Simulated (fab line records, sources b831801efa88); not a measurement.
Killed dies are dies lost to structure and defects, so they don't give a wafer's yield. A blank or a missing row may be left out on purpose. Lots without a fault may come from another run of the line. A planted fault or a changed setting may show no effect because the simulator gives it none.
Which tool did it? | flow sky130 | 12 lots, 36 wafers sampled, at 2 steps of a route of 708

WHAT THE GAUGES READ, wafer by wafer
SKY_METAL1_OVL_MEAS_16. Usual: METAL1_OVL 0 nm, standard deviation 5.2.
lot  | measured     | on         | METAL1_OVL (nm) | flag
L549 | day 33 00:31 | overlay-02 | -1 -3 -2        |
L550 | day 33 08:23 | overlay-02 | -2 -2 7         |
L551 | day 33 20:04 | overlay-02 | -5 -9 -11       |
L552 | day 34 07:25 | overlay-02 | 6 6 -4          |
L555 | day 35 05:33 | overlay-02 | 7 -4 2          |
L558 | day 36 08:51 | overlay-01 | -1 5 4          |
L559 | day 36 16:11 | overlay-02 | -8 -5 -13       |
L560 | day 36 21:15 | overlay-01 | 7 1 10          |
L563 | day 37 22:07 | overlay-01 | 0 -8 -3         |
L564 | day 37 23:16 | overlay-02 | 7 3 -4          |
L565 | day 38 09:51 | overlay-02 | 0 -6 -10        |
L570 | day 39 20:37 | overlay-01 | 2 4 9           |

SKY_VIA1_BOW_MEAS_03. Usual: VIA1_BOW 80 um, standard deviation 6.5.
lot  | measured     | on            | VIA1_BOW (um) | flag
L549 | day 33 01:49 | film_metro-02 | 85 80 87      |
L550 | day 33 10:05 | film_metro-01 | 80 75 70      |
L551 | day 33 21:43 | film_metro-01 | 81 71 76      |
L552 | day 34 08:55 | film_metro-03 | 75 89 86      |
L555 | day 35 07:10 | film_metro-02 | 97 67 80      |
L558 | day 36 10:08 | film_metro-01 | 79 74 79      |
L559 | day 36 17:34 | film_metro-03 | 72 86 90      |
L560 | day 36 22:34 | film_metro-03 | 90 69 76      |
L563 | day 37 23:25 | film_metro-01 | 83 96 69      |
L564 | day 38 00:33 | film_metro-02 | 78 69 81      |
L565 | day 38 11:09 | film_metro-01 | 86 84 74      |
L570 | day 39 21:55 | film_metro-02 | 71 65 87      |

WHICH TOOL RAN EACH LOT (tool, then ch and the chambers of the sampled wafers, then the start)
The record holds no process step before these readings.

WHAT THE TOOLS THEMSELVES READ (means of the sampled wafers that have a number; where no wafer has one, the mark that the record gives instead)
The record holds no such reading with a usual standard deviation.

THE ANSWER, worked out from the rows above alone
Rule: a lot is off if the mean of its wafers that have a number lies more than 3 standard deviations from the usual mean. A lot without any number at a reading at which 4 lots or more have one is off too. The other lots that the step has rows for count as sound. The gauges are gone through in route order, then the tools' own readings, and for those a lot's mean is taken as printed above. The first step at which some lot is off is used, and at that step the reading that is off furthest; a lot without a number counts as furthest.
No lot is off at any reading shown: from this, nothing can be told.

WHAT THE SIMULATOR HAD PUT IN
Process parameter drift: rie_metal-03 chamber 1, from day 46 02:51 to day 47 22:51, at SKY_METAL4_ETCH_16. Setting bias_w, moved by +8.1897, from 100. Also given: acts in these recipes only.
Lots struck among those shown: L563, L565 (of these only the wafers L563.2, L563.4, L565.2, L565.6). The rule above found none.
